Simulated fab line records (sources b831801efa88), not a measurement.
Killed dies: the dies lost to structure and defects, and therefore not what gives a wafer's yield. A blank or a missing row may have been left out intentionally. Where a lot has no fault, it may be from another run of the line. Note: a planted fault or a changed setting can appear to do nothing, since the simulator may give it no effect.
fab line records	flow gf180mcu
[record] lots = 24	wafers = 72	last-day = 34
route steps=602 shown V3@443 V4@491 V5@554
lots that met no fault: taken from a fault-free run of the same line
start-h: the number of hours between the record's first day and the start of the first shown wafer of the lot	wait-h: how many hours have passed since the lot's step before this one	" same as the row above	L1.1+2: one row covering several wafers at once	- no value, or no start given	* or withheld: withheld	< > ~ a bound
route shown NAME@n: NAME is a module with steps in the file, n the number in the route of the first one	usual: mean/standard deviation taken from wafers without a fault	same: alike in all rows	chamber/n: place in a boat	sites: per-site readings	_std_site: standard deviation of those values	_edge_site: inner sites' mean taken away from outer sites' mean	radius-mm: for every site, how far away it sits from the centre of the wafer	mask NAME#n: copy n	behind: the tool/chamber that last shaped the wafer	hold: why the lot was held/for how many hours/how that ended	device: transistor that didn't switch, given as n, p or np	end of line: tests of these same wafers at the route's end	step lacking rows: just its recipe	killed: not the wafer's yield, but the dies lost to structure and defects at the first sort	map: a wafer's dies, x killed, . not, _ none there
set.NAME: the setting as run; set.NAME@STEP: as run at that earlier step	model.NAME: the simulator's own value behind a step, which no gauge read
a sample of lots followed through the steps of the route, with each step as a table and each wafer as a row
services: from which hour (start-h, from the record's first day; less than 0 if before it) a tool's chamber was out of use, for how many hours, and why
[[steps]]
[step GF_V3_CD_MEAS_14]
[recipe] target-cd-nm = 260
[usual] cd-nm = 260.1/1.3
lot.wafer	tool	chamber	start-h	wait-h	cd-nm
L074.2	cd-sem-02	-	522.04	0.1	260.9
L074.3	"	-	"	"	260.6
L074.5	"	-	"	"	260.3
L075.1	cd-sem-02	-	533.60	0.1	262.2
L075.2	"	-	"	"	261.4
L075.3	"	-	"	"	262.6
L076.1	cd-sem-02	-	538.07	0.1	260.1
L076.3	"	-	"	"	260.4
L076.6	"	-	"	"	260.3
L077.2	cd-sem-02	-	547.97	0.1	260.1
L077.5	"	-	"	"	261.6
L077.6	"	-	"	"	260.0
L078.2	cd-sem-02	-	553.54	0.1	261.2
L078.3	"	-	"	"	261.4
L078.6	"	-	"	"	261.5
L079.3	cd-sem-02	-	563.54	0.1	262.6
L079.5	"	-	"	"	262.4
L079.6	"	-	"	"	261.2
L080.3	cd-sem-02	-	569.11	0.1	259.4
L080.4	"	-	"	"	260.2
L080.6	"	-	"	"	259.6
L081.3	cd-sem-01	-	573.01	0.1	260.9
L081.4	"	-	"	"	260.4
L081.6	"	-	"	"	260.3
L082.3	cd-sem-01	-	587.91	0.1	261.7
L082.4	"	-	"	"	259.7
L082.6	"	-	"	"	259.9
L083.1	cd-sem-01	-	593.42	0.1	262.2
L083.2	"	-	"	"	262.2
L083.3	"	-	"	"	261.9
L084.1	cd-sem-02	-	597.82	0.1	258.1
L084.3	"	-	"	"	258.4
L084.4	"	-	"	"	258.2
L085.1	cd-sem-02	-	609.32	0.1	259.6
L085.5	"	-	"	"	258.0
L085.6	"	-	"	"	258.9
L086.1	cd-sem-02	-	613.17	0.1	258.5
L086.3	"	-	"	"	259.1
L086.5	"	-	"	"	259.9
L087.2	cd-sem-01	-	624.59	0.1	259.0
L087.4	"	-	"	"	258.7
L087.5	"	-	"	"	258.8
L088.3	cd-sem-01	-	631.11	0.1	262.1
L088.4	"	-	"	"	261.2
L088.6	"	-	"	"	263.0
L089.2	cd-sem-01	-	634.14	0.1	259.0
L089.4	"	-	"	"	258.2
L089.5	"	-	"	"	259.5
L090.1	cd-sem-01	-	641.85	0.1	259.8
L090.3	"	-	"	"	260.9
L090.4	"	-	"	"	260.2
L091.1	cd-sem-01	-	650.77	0.1	260.3
L091.4	"	-	"	"	262.2
L091.5	"	-	"	"	260.4
L092.4	cd-sem-02	-	654.63	0.1	261.3
L092.5	"	-	"	"	260.4
L092.6	"	-	"	"	260.1
L093.2	cd-sem-02	-	666.22	0.1	259.3
L093.3	"	-	"	"	259.7
L093.6	"	-	"	"	258.7
L094.4	cd-sem-02	-	670.18	0.1	259.7
L094.5	"	-	"	"	259.1
L094.6	"	-	"	"	257.7
L095.1	cd-sem-01	-	675.72	0.1	259.8
L095.3	"	-	"	"	259.7
L095.6	"	-	"	"	260.7
L096.1	cd-sem-02	-	682.75	0.1	258.2
L096.3	"	-	"	"	258.2
L096.4	"	-	"	"	257.5
L097.1	cd-sem-01	-	689.80	0.1	260.4
L097.2	"	-	"	"	258.4
L097.5	"	-	"	"	259.9
[step GF_V3_ETCH_16]
[recipe] chemistry = N2/H2	target-depth-a = withheld	overetch-a = withheld	time-s = withheld	target = BARC	ion-energy-ev = 200	source-w = 500	bias-w = 100	pressure-mtorr = 30	n2-flow-sccm = 100	h2-flow-sccm = 200
[usual] chamber-pressure-mTorr = 30.003/0.027	drypump-motor-current-A = 5.6/0.53	oes-product-au = 0.855/0.0045	throttle-valve-pct = 13.224/0.0083
lot.wafer	tool	chamber	start-h	wait-h	chamber-pressure-mTorr	drypump-motor-current-A	oes-product-au	throttle-valve-pct
L074.2	rie-diel-04	3	522.18	0.0	30.022	5.3	0.857	13.206
L074.3	"	1	"	"	30.013	5.3	0.851	13.219
L074.5	"	0	"	"	30.017	4.7	0.849	13.218
L075.1	rie-diel-04	1	533.76	0.0	29.967	5.3	0.859	13.223
L075.2	"	2	"	"	29.995	6.3	0.853	13.237
L075.3	"	3	"	"	29.967	5.3	0.855	13.221
L076.1	rie-diel-02	2	538.23	0.0	30.002	6.4	0.850	13.223
L076.3	"	1	"	"	30.005	5.7	0.855	13.209
L076.6	"	1	"	"	29.994	5.7	0.857	13.217
L077.2	rie-diel-04	3	548.11	0.0	29.948	5.2	0.856	13.220
L077.5	"	2	"	"	30.046	6.3	0.853	13.220
L077.6	"	0	"	"	29.988	4.7	0.856	13.218
L078.2	rie-diel-03	2	553.68	0.0	30.030	6.3	0.863	13.229
L078.3	"	1	"	"	29.993	5.6	0.853	13.229
L078.6	"	3	"	"	29.968	5.2	0.847	13.218
L079.3	rie-diel-04	3	563.66	0.0	29.999	5.2	0.866	13.195
L079.5	"	2	"	"	30.021	6.2	0.859	13.217
L079.6	"	0	"	"	29.977	4.7	0.852	13.231
L080.3	rie-diel-03	2	569.23	0.0	30.027	6.3	0.853	13.214
L080.4	"	1	"	"	30.074	5.6	0.859	13.225
L080.6	"	1	"	"	30.038	5.6	0.856	13.226
L081.3	rie-diel-02	1	573.13	0.0	29.990	5.7	0.861	13.224
L081.4	"	3	"	"	30.031	5.5	0.860	13.222
L081.6	"	0	"	"	30.044	5.9	0.851	13.221
L082.3	rie-diel-04	2	588.02	0.0	30.050	6.2	0.851	13.241
L082.4	"	1	"	"	29.987	5.3	0.861	13.221
L082.6	"	2	"	"	30.013	6.3	0.858	13.234
L083.1	rie-diel-02	3	593.57	0.0	30.021	5.5	0.854	13.222
L083.2	"	0	"	"	30.019	5.8	0.854	13.237
L083.3	"	2	"	"	30.031	6.4	0.860	13.214
L084.1	rie-diel-02	0	597.98	0.0	30.033	5.9	0.860	13.228
L084.3	"	3	"	"	30.004	5.5	0.854	13.219
L084.4	"	2	"	"	30.008	6.5	0.857	13.221
L085.1	rie-diel-04	1	609.47	0.0	30.005	5.4	0.849	13.211
L085.5	"	2	"	"	30.034	6.3	0.858	13.226
L085.6	"	1	"	"	30.030	5.4	0.846	13.221
L086.1	rie-diel-03	2	613.32	0.0	30.015	6.3	0.866	13.229
L086.3	"	3	"	"	30.006	5.2	0.854	13.229
L086.5	"	3	"	"	30.031	5.2	0.850	13.227
L087.2	rie-diel-04	1	624.72	0.0	30.008	5.3	0.860	13.223
L087.4	"	0	"	"	30.021	4.7	0.858	13.233
L087.5	"	2	"	"	29.954	6.3	0.858	13.214
L088.3	rie-diel-04	3	631.23	0.0	30.045	5.2	0.853	13.218
L088.4	"	1	"	"	30.026	5.3	0.856	13.239
L088.6	"	3	"	"	29.989	5.2	0.856	13.227
L089.2	rie-diel-03	1	634.28	0.0	30.021	5.6	0.851	13.215
L089.4	"	2	"	"	30.048	6.3	0.857	13.227
L089.5	"	1	"	"	29.972	5.6	0.858	13.222
L090.1	rie-diel-03	3	642.00	0.0	30.011	5.2	0.855	13.231
L090.3	"	0	"	"	30.001	5.6	0.853	13.229
L090.4	"	2	"	"	29.978	6.3	0.855	13.242
L091.1	rie-diel-03	3	650.92	0.0	29.989	5.3	0.862	13.227
L091.4	"	1	"	"	29.987	5.6	0.853	13.230
L091.5	"	2	"	"	30.015	6.4	0.848	13.222
L092.4	rie-diel-04	3	654.72	0.0	30.013	5.3	0.859	13.207
L092.5	"	0	"	"	30.045	4.7	0.860	13.220
L092.6	"	3	"	"	30.005	5.3	0.848	13.213
L093.2	rie-diel-04	1	666.35	0.0	29.955	5.3	0.860	13.219
L093.3	"	0	"	"	30.004	4.7	0.859	13.224
L093.6	"	3	"	"	29.992	5.3	0.858	13.221
L094.4	rie-diel-02	0	670.28	0.0	29.971	5.8	0.852	13.223
L094.5	"	3	"	"	29.981	5.5	0.858	13.225
L094.6	"	0	"	"	30.023	5.8	0.854	13.221
L095.1	rie-diel-02	1	675.87	0.0	29.987	5.6	0.858	13.222
L095.3	"	2	"	"	29.952	6.4	0.856	13.209
L095.6	"	2	"	"	30.041	6.4	0.861	13.239
L096.1	rie-diel-04	1	682.90	0.0	30.047	5.3	0.855	13.207
L096.3	"	2	"	"	29.995	6.3	0.853	13.220
L096.4	"	3	"	"	30.023	5.3	0.850	13.241
L097.1	rie-diel-04	1	689.95	0.0	29.992	5.3	0.854	13.234
L097.2	"	3	"	"	30.018	5.3	0.856	13.221
L097.5	"	1	"	"	29.961	5.3	0.851	13.225
[step GF_V3_THK_MEAS_25]
[recipe] thk-meas-gauge = xrf	reads = W_of_V3_CVD_23
[usual] V3_W_THK = 363/5.2
lot.wafer	tool	chamber	start-h	wait-h	V3_W_THK[nm]
L074.2	film-metro-03	-	523.18	0.1	363
L074.3	"	-	"	"	366
L074.5	"	-	"	"	363
L075.1	film-metro-03	-	534.78	0.1	370
L075.2	"	-	"	"	362
L075.3	"	-	"	"	368
L076.1	film-metro-03	-	539.26	0.1	370
L076.3	"	-	"	"	363
L076.6	"	-	"	"	369
L077.2	film-metro-02	-	549.12	0.1	358
L077.5	"	-	"	"	360
L077.6	"	-	"	"	362
L078.2	film-metro-04	-	554.72	0.1	362
L078.3	"	-	"	"	369
L078.6	"	-	"	"	367
L079.3	film-metro-02	-	564.68	0.1	361
L079.5	"	-	"	"	359
L079.6	"	-	"	"	357
L080.3	film-metro-04	-	570.26	0.1	365
L080.4	"	-	"	"	363
L080.6	"	-	"	"	362
L081.3	film-metro-04	-	574.16	0.1	367
L081.4	"	-	"	"	361
L081.6	"	-	"	"	359
L082.3	film-metro-04	-	589.07	0.1	360
L082.4	"	-	"	"	364
L082.6	"	-	"	"	365
L083.1	film-metro-02	-	594.58	0.1	362
L083.2	"	-	"	"	358
L083.3	"	-	"	"	356
L084.1	film-metro-02	-	598.98	0.1	361
L084.3	"	-	"	"	356
L084.4	"	-	"	"	359
L085.1	film-metro-03	-	610.48	0.1	363
L085.5	"	-	"	"	364
L085.6	"	-	"	"	365
L086.1	film-metro-03	-	614.35	0.1	366
L086.3	"	-	"	"	363
L086.5	"	-	"	"	363
L087.2	film-metro-02	-	625.76	0.1	364
L087.4	"	-	"	"	359
L087.5	"	-	"	"	363
L088.3	film-metro-04	-	632.25	0.1	363
L088.4	"	-	"	"	365
L088.6	"	-	"	"	365
L089.2	film-metro-03	-	635.29	0.1	367
L089.4	"	-	"	"	367
L089.5	"	-	"	"	378
L090.1	film-metro-03	-	643.01	0.1	371
L090.3	"	-	"	"	376
L090.4	"	-	"	"	370
L091.1	film-metro-02	-	651.93	0.1	364
L091.4	"	-	"	"	361
L091.5	"	-	"	"	365
L092.4	film-metro-02	-	655.76	0.1	367
L092.5	"	-	"	"	362
L092.6	"	-	"	"	363
L093.2	film-metro-04	-	667.45	0.1	362
L093.3	"	-	"	"	363
L093.6	"	-	"	"	357
L094.4	film-metro-04	-	671.30	0.1	357
L094.5	"	-	"	"	351
L094.6	"	-	"	"	358
L095.1	film-metro-02	-	676.90	0.1	355
L095.3	"	-	"	"	355
L095.6	"	-	"	"	356
L096.1	film-metro-02	-	683.93	0.1	360
L096.3	"	-	"	"	356
L096.4	"	-	"	"	364
L097.1	film-metro-02	-	690.95	0.1	354
L097.2	"	-	"	"	355
L097.5	"	-	"	"	356
[step GF_V4_OVL_MEAS_15]
[usual] V4_OVL = -2/5.5
lot.wafer	tool	chamber	start-h	wait-h	V4_OVL[nm]
L074.2	overlay-01	-	570.50	0.1	-6
L074.3	"	-	"	"	2
L074.5	"	-	"	"	3
L075.1	overlay-02	-	581.19	0.1	0
L075.2	"	-	"	"	5
L075.3	"	-	"	"	-1
L076.1	overlay-02	-	585.39	0.1	-6
L076.3	"	-	"	"	-4
L076.6	"	-	"	"	-5
L077.2	overlay-02	-	594.63	0.1	8
L077.5	"	-	"	"	5
L077.6	"	-	"	"	7
L078.2	overlay-01	-	599.80	0.1	3
L078.3	"	-	"	"	1
L078.6	"	-	"	"	8
L079.3	overlay-01	-	608.71	0.1	0
L079.5	"	-	"	"	2
L079.6	"	-	"	"	1
L080.3	overlay-02	-	615.24	0.1	8
L080.4	"	-	"	"	2
L080.6	"	-	"	"	4
L081.3	overlay-01	-	619.04	0.1	-6
L081.4	"	-	"	"	-10
L081.6	"	-	"	"	-3
L082.3	overlay-02	-	632.49	0.1	-7
L082.4	"	-	"	"	-3
L082.6	"	-	"	"	8
L083.1	overlay-01	-	638.29	0.1	1
L083.2	"	-	"	"	1
L083.3	"	-	"	"	1
L084.1	overlay-01	-	642.43	0.1	0
L084.3	"	-	"	"	0
L084.4	"	-	"	"	-13
L085.1	overlay-02	-	653.14	0.1	4
L085.5	"	-	"	"	-11
L085.6	"	-	"	"	-3
L086.1	overlay-01	-	656.88	0.1	-1
L086.3	"	-	"	"	1
L086.5	"	-	"	"	2
L087.2	overlay-02	-	667.80	0.1	-5
L087.4	"	-	"	"	-6
L087.5	"	-	"	"	-5
L088.3	overlay-01	-	673.66	0.1	-1
L088.4	"	-	"	"	8
L088.6	"	-	"	"	7
L089.2	overlay-02	-	676.90	0.1	-8
L089.4	"	-	"	"	-13
L089.5	"	-	"	"	-7
L090.1	overlay-01	-	683.73	0.1	-1
L090.3	"	-	"	"	1
L090.4	"	-	"	"	-10
L091.1	overlay-01	-	692.33	0.1	1
L091.4	"	-	"	"	-4
L091.5	"	-	"	"	-1
L092.4	overlay-01	-	695.96	0.1	-8
L092.5	"	-	"	"	-13
L092.6	"	-	"	"	-4
L093.2	overlay-01	-	707.22	0.1	-2
L093.3	"	-	"	"	-11
L093.6	"	-	"	"	-5
L094.4	overlay-01	-	710.91	0.1	-2
L094.5	"	-	"	"	-4
L094.6	"	-	"	"	-1
L095.1	overlay-01	-	715.99	0.1	-2
L095.3	"	-	"	"	2
L095.6	"	-	"	"	2
L096.1	overlay-01	-	722.49	0.1	-8
L096.3	"	-	"	"	0
L096.4	"	-	"	"	-5
L097.1	overlay-01	-	729.48	0.1	0
L097.2	"	-	"	"	-4
L097.5	"	-	"	"	-4
[step GF_V5_CD_MEAS_14]
[recipe] target-cd-nm = 260
[usual] cd-nm = 260.2/1.3
lot.wafer	tool	chamber	start-h	wait-h	cd-nm
L074.2	cd-sem-01	-	637.12	0.1	259.6
L074.3	"	-	"	"	258.9
L074.5	"	-	"	"	259.0
L075.1	cd-sem-02	-	647.01	0.1	262.6
L075.2	"	-	"	"	261.9
L075.3	"	-	"	"	261.5
L076.1	cd-sem-02	-	650.25	0.1	259.3
L076.3	"	-	"	"	260.1
L076.6	"	-	"	"	259.8
L077.2	cd-sem-02	-	658.99	0.1	260.5
L077.5	"	-	"	"	261.3
L077.6	"	-	"	"	261.2
L078.2	cd-sem-02	-	663.57	0.1	261.3
L078.3	"	-	"	"	262.1
L078.6	"	-	"	"	261.0
L079.3	cd-sem-01	-	672.19	0.1	259.6
L079.5	"	-	"	"	260.0
L079.6	"	-	"	"	258.6
L080.3	cd-sem-01	-	677.61	0.1	260.2
L080.4	"	-	"	"	260.1
L080.6	"	-	"	"	259.8
L081.3	cd-sem-01	-	682.70	0.1	260.7
L081.4	"	-	"	"	260.4
L081.6	"	-	"	"	260.8
L082.3	cd-sem-01	-	693.35	0.1	259.8
L082.4	"	-	"	"	259.4
L082.6	"	-	"	"	258.6
L083.1	cd-sem-01	-	699.35	0.1	261.6
L083.2	"	-	"	"	260.6
L083.3	"	-	"	"	260.4
L084.1	cd-sem-02	-	704.86	0.1	260.0
L084.3	"	-	"	"	260.3
L084.4	"	-	"	"	259.5
L085.1	cd-sem-02	-	713.70	0.1	261.0
L085.5	"	-	"	"	261.3
L085.6	"	-	"	"	261.4
L086.1	cd-sem-02	-	716.85	0.1	258.5
L086.3	"	-	"	"	259.7
L086.5	"	-	"	"	259.9
L087.2	cd-sem-01	-	728.27	0.1	261.8
L087.4	"	-	"	"	259.9
L087.5	"	-	"	"	260.3
L088.3	cd-sem-02	-	733.16	0.1	258.0
L088.4	"	-	"	"	258.2
L088.6	"	-	"	"	257.9
L089.2	cd-sem-01	-	735.57	0.1	258.2
L089.4	"	-	"	"	256.8
L089.5	"	-	"	"	257.9
L090.1	cd-sem-02	-	741.72	0.1	258.3
L090.3	"	-	"	"	258.4
L090.4	"	-	"	"	260.0
L091.1	cd-sem-01	-	749.81	0.1	259.9
L091.4	"	-	"	"	261.1
L091.5	"	-	"	"	259.9
L092.4	cd-sem-01	-	751.36	0.1	260.9
L092.5	"	-	"	"	261.2
L092.6	"	-	"	"	261.0
L093.2	cd-sem-01	-	763.24	0.1	260.3
L093.3	"	-	"	"	259.9
L093.6	"	-	"	"	260.0
L094.4	cd-sem-01	-	765.03	0.1	259.8
L094.5	"	-	"	"	260.7
L094.6	"	-	"	"	260.2
L095.1	cd-sem-02	-	770.55	0.1	262.1
L095.3	"	-	"	"	263.4
L095.6	"	-	"	"	262.7
L096.1	cd-sem-02	-	775.65	0.1	261.4
L096.3	"	-	"	"	261.0
L096.4	"	-	"	"	261.3
L097.1	cd-sem-02	-	781.27	0.1	260.3
L097.2	"	-	"	"	261.4
L097.5	"	-	"	"	260.9
[step GF_V5_SPUTTER_21]
[recipe] material = Ti	target-thk-nm = 15	chamber-pressure-pa = 5	power-w = 2551	substrate-temp-c = 200	time-s = 80.02
[usual] throttle-valve-pct = 29.8/0.62
lot.wafer	tool	chamber	start-h	wait-h	throttle-valve-pct
L074.2	pvd-sputter-01	-	637.97	0.0	29.5
L074.3	"	-	"	"	29.5
L074.5	"	-	"	"	29.6
L075.1	pvd-sputter-01	-	647.85	0.0	29.7
L075.2	"	-	"	"	30.0
L075.3	"	-	"	"	30.1
L076.1	pvd-sputter-03	-	651.09	0.0	31.0
L076.3	"	-	"	"	29.4
L076.6	"	-	"	"	29.8
L077.2	pvd-sputter-01	-	659.81	0.0	29.9
L077.5	"	-	"	"	30.1
L077.6	"	-	"	"	30.3
L078.2	pvd-sputter-02	-	664.48	0.0	29.1
L078.3	"	-	"	"	29.6
L078.6	"	-	"	"	29.8
L079.3	pvd-sputter-03	-	673.00	0.0	31.2
L079.5	"	-	"	"	28.8
L079.6	"	-	"	"	29.5
L080.3	pvd-sputter-03	-	678.44	0.0	29.3
L080.4	"	-	"	"	29.6
L080.6	"	-	"	"	31.2
L081.3	pvd-sputter-03	-	683.50	0.0	29.6
L081.4	"	-	"	"	29.8
L081.6	"	-	"	"	31.2
L082.3	pvd-sputter-01	-	694.15	0.0	29.7
L082.4	"	-	"	"	30.2
L082.6	"	-	"	"	30.1
L083.1	pvd-sputter-01	-	700.30	0.0	30.0
L083.2	"	-	"	"	29.7
L083.3	"	-	"	"	29.5
L084.1	pvd-sputter-03	-	705.73	0.0	28.9
L084.3	"	-	"	"	29.7
L084.4	"	-	"	"	30.9
L085.1	pvd-sputter-03	-	714.54	0.0	29.2
L085.5	"	-	"	"	31.1
L085.6	"	-	"	"	29.1
L086.1	pvd-sputter-02	-	717.83	0.0	29.3
L086.3	"	-	"	"	29.9
L086.5	"	-	"	"	29.4
L087.2	pvd-sputter-02	-	729.09	0.0	29.2
L087.4	"	-	"	"	30.6
L087.5	"	-	"	"	30.1
L088.3	pvd-sputter-02	-	733.96	0.0	29.3
L088.4	"	-	"	"	29.8
L088.6	"	-	"	"	29.3
L089.2	pvd-sputter-02	-	736.39	0.0	29.7
L089.4	"	-	"	"	30.4
L089.5	"	-	"	"	30.5
L090.1	pvd-sputter-03	-	742.56	0.0	29.3
L090.3	"	-	"	"	29.6
L090.4	"	-	"	"	29.5
L091.1	pvd-sputter-03	-	750.65	0.0	29.6
L091.4	"	-	"	"	29.0
L091.5	"	-	"	"	31.0
L092.4	pvd-sputter-03	-	752.17	0.0	29.5
L092.5	"	-	"	"	31.0
L092.6	"	-	"	"	29.0
L093.2	pvd-sputter-03	-	764.09	0.0	29.2
L093.3	"	-	"	"	31.3
L093.6	"	-	"	"	29.7
L094.4	pvd-sputter-02	-	765.84	0.0	29.3
L094.5	"	-	"	"	29.3
L094.6	"	-	"	"	29.9
L095.1	pvd-sputter-02	-	771.39	0.0	29.5
L095.3	"	-	"	"	29.9
L095.6	"	-	"	"	29.5
L096.1	pvd-sputter-02	-	776.50	0.0	29.5
L096.3	"	-	"	"	29.1
L096.4	"	-	"	"	30.4
L097.1	pvd-sputter-03	-	782.11	0.0	29.4
L097.2	"	-	"	"	29.2
L097.5	"	-	"	"	31.3
[[services]]
tool	chamber	start-h	hours	kind
rie-diel-02	-	501.14	0.4	repair
pvd-sputter-03	-	501.47	1.7	repair
rie-diel-03	1	507.47	5.2	repair
rie-diel-02	-	509.36	1.3	repair
rie-diel-03	-	510.44	2.8	pm
rie-diel-03	2	516.23	3.2	repair
pvd-sputter-01	-	524.12	5.0	repair
rie-diel-04	1	526.35	4.6	repair
rie-diel-02	-	533.07	0.8	repair
rie-diel-02	1	540.95	16.6	repair
pvd-sputter-02	-	550.65	3.0	repair
rie-diel-04	3	575.38	23.4	repair
pvd-sputter-02	-	576.99	2.1	repair
rie-diel-02	-	603.31	14.6	pm
rie-diel-03	-	606.87	0.4	repair
pvd-sputter-02	-	617.85	9.5	repair
rie-diel-04	1	650.19	1.3	repair
rie-diel-02	0	653.78	5.0	repair
rie-diel-04	1	669.58	12.9	repair
rie-diel-04	-	675.57	0.1	repair
rie-diel-04	3	683.74	2.5	repair
rie-diel-02	1	766.72	5.3	repair
rie-diel-02	1	776.52	4.0	repair
pvd-sputter-01	-	781.62	2.9	repair
[[key]]
fault none
